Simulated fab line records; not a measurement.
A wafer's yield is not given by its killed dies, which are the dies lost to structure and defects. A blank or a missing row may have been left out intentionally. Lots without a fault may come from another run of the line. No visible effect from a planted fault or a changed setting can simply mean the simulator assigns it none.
Matching of chambers	flow sky130	SKY_FIELD_ISO_CMP_27 on cmp-01 has 4 sister chambers
The step polishes, stops on Si3N4, t overpolish 16 s, target thk 457.8 nm. 8 wafers are shown with their chamber, then 7 later ones without.

== EACH WAFER AND ITS CHAMBER ==
wafer	chamber	motorCurrentA (A)	timeToEndpointS (s)
L906.1	1	13.1	111
L906.2	0	9.7	111
L906.6	0	9.9	113
L907.5	2	11.0	112
L907.6	3	10.5	112
L909.3	3	10.6	114
L909.4	2	11.3	114
L909.5	1	13.2	115

== WAFERS MISSING THEIR CHAMBER ==
wafer	motorCurrentA (A)	timeToEndpointS (s)
L912.1	10.5	113
L912.2	12.6	109
L912.3	9.4	116
L916.2	11.0	116
L916.5	11.5	118
L919.5	10.6	116
L919.6	13.4	121

== EACH ONE'S CHAMBER ==
wafer	from the rows above	in truth
L912.1	3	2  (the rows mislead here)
L912.2	1	1
L912.3	0	0
L916.2	can't be placed: 2 or 3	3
L916.5	2	2
L919.5	3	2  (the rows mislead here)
L919.6	1	1
Correctly placed: 4 of 7. Can't be placed from these rows: 1 (the true chamber is among the candidates in 1). Number placed wrongly: 2.
How it was worked out, from the rows above alone: a wafer's distance from a chamber is the root of the sum, over the readings, of the square of ((its reading less the chamber's mean) divided by the reading's scatter). The wafer belongs to the nearest chamber; if the next one is less than 2 further off, it can't be placed. A chamber's mean is the mean of its shown wafers. The scatter: the root of (the sum of the squares of (reading less its chamber's mean) over the shown wafers, divided by (wafers less chambers)).
